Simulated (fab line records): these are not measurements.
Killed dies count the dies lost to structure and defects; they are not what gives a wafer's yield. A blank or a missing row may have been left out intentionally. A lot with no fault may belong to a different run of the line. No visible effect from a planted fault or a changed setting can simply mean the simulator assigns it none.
Matching of chambers :: flow sfq line :: cmp-01 running SFQ_TRILAYER_I0_CMP_CMP_028: 4 sister chambers
The step polishes SiO2. 16 wafers are shown with their chamber, then 8 later ones without.

WAFERS WITH THEIR CHAMBER
wafer: L594.4
chamber: 0
motor current A (A): 11.7
time to endpoint s (s): 222
slurry filter dp kPa (kPa): 13.35

wafer: L594.2
chamber: 3
motor current A (A): 11.7
time to endpoint s (s): 214
slurry filter dp kPa (kPa): 13.37

wafer: L594.6
chamber: 0
motor current A (A): 12.1
time to endpoint s (s): 223
slurry filter dp kPa (kPa): 13.45

wafer: L599.4
chamber: 1
motor current A (A): 10.8
time to endpoint s (s): 203
slurry filter dp kPa (kPa): 13.55

wafer: L599.5
chamber: 2
motor current A (A): 9.8
time to endpoint s (s): 205
slurry filter dp kPa (kPa): 13.48

wafer: L599.6
chamber: 3
motor current A (A): 11.2
time to endpoint s (s): 211
slurry filter dp kPa (kPa): 13.44

wafer: L601.1
chamber: 0
motor current A (A): 11.5
time to endpoint s (s): 221
slurry filter dp kPa (kPa): 13.73

wafer: L601.3
chamber: 1
motor current A (A): 10.6
time to endpoint s (s): 208
slurry filter dp kPa (kPa): 13.64

wafer: L601.6
chamber: 0
motor current A (A): 11.8
time to endpoint s (s): 218
slurry filter dp kPa (kPa): 13.56

wafer: L603.1
chamber: 1
motor current A (A): 11.6
time to endpoint s (s): 209
slurry filter dp kPa (kPa): 13.26

wafer: L603.3
chamber: 2
motor current A (A): 9.8
time to endpoint s (s): 202
slurry filter dp kPa (kPa): 13.78

wafer: L603.5
chamber: 1
motor current A (A): 10.9
time to endpoint s (s): 210
slurry filter dp kPa (kPa): 13.45

wafer: L608.1
chamber: 2
motor current A (A): 8.9
time to endpoint s (s): 202
slurry filter dp kPa (kPa): 13.67

wafer: L608.2
chamber: 3
motor current A (A): 11.5
time to endpoint s (s): 205
slurry filter dp kPa (kPa): 13.46

wafer: L608.6
chamber: 2
motor current A (A): 10.0
time to endpoint s (s): 205
slurry filter dp kPa (kPa): 13.71

wafer: L612.1
chamber: 1
motor current A (A): 11.0
time to endpoint s (s): 207
slurry filter dp kPa (kPa): 13.55

SIGNATURES (averages over the wafers above)
reading: motor current A
chamber 0: 11.775
chamber 1: 10.980
chamber 2: 9.625
chamber 3: 11.467
scatter within a chamber: 0.366

reading: time to endpoint s
chamber 0: 221.00
chamber 1: 207.40
chamber 2: 203.50
chamber 3: 210.00
scatter within a chamber: 2.8

reading: slurry filter dp kPa
chamber 0: 13.5225
chamber 1: 13.4900
chamber 2: 13.6600
chamber 3: 13.4233
scatter within a chamber: 0.135
Rule: a wafer's distance from a chamber is the root of the sum, over the readings, of the square of ((its reading less the chamber's mean) divided by the reading's scatter). The wafer belongs to the nearest chamber; if the next one is less than 2 further off, it can't be placed. The scatter is the square root of a quotient: the sum, over the shown wafers, of each reading's squared deviation from its chamber's mean, divided by wafers minus chambers.

WAFERS WHOSE CHAMBER IS MISSING
wafer: L612.3
motor current A (A): 11.3
time to endpoint s (s): 209
slurry filter dp kPa (kPa): 13.57

wafer: L612.5
motor current A (A): 11.2
time to endpoint s (s): 214
slurry filter dp kPa (kPa): 13.81

wafer: L614.2
motor current A (A): 11.5
time to endpoint s (s): 203
slurry filter dp kPa (kPa): 13.32

wafer: L614.4
motor current A (A): 9.2
time to endpoint s (s): 200
slurry filter dp kPa (kPa): 13.66

wafer: L614.5
motor current A (A): 11.0
time to endpoint s (s): 216
slurry filter dp kPa (kPa): 13.32

wafer: L616.1
motor current A (A): 9.8
time to endpoint s (s): 210
slurry filter dp kPa (kPa): 13.56

wafer: L616.4
motor current A (A): 11.2
time to endpoint s (s): 215
slurry filter dp kPa (kPa): 13.46

wafer: L616.5
motor current A (A): 10.9
time to endpoint s (s): 223
slurry filter dp kPa (kPa): 13.73

WHICH CHAMBER EACH WENT THROUGH
wafer: L612.3
from the rows above: can't be placed: 1 or 3
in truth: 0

wafer: L612.5
from the rows above: can't be placed: 3 or 1 or 0
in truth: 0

wafer: L614.2
from the rows above: can't be placed: 1 or 3
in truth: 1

wafer: L614.4
from the rows above: 2
in truth: 2

wafer: L614.5
from the rows above: can't be placed: 3 or 0 or 1
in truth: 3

wafer: L616.1
from the rows above: can't be placed: 2 or 1
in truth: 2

wafer: L616.4
from the rows above: can't be placed: 3 or 0 or 1
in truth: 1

wafer: L616.5
from the rows above: 0
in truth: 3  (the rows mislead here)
Correctly placed: 1 of 8. From these rows, 6 cannot be placed; in 5 the true chamber is one of the candidates. 1 placed wrongly.
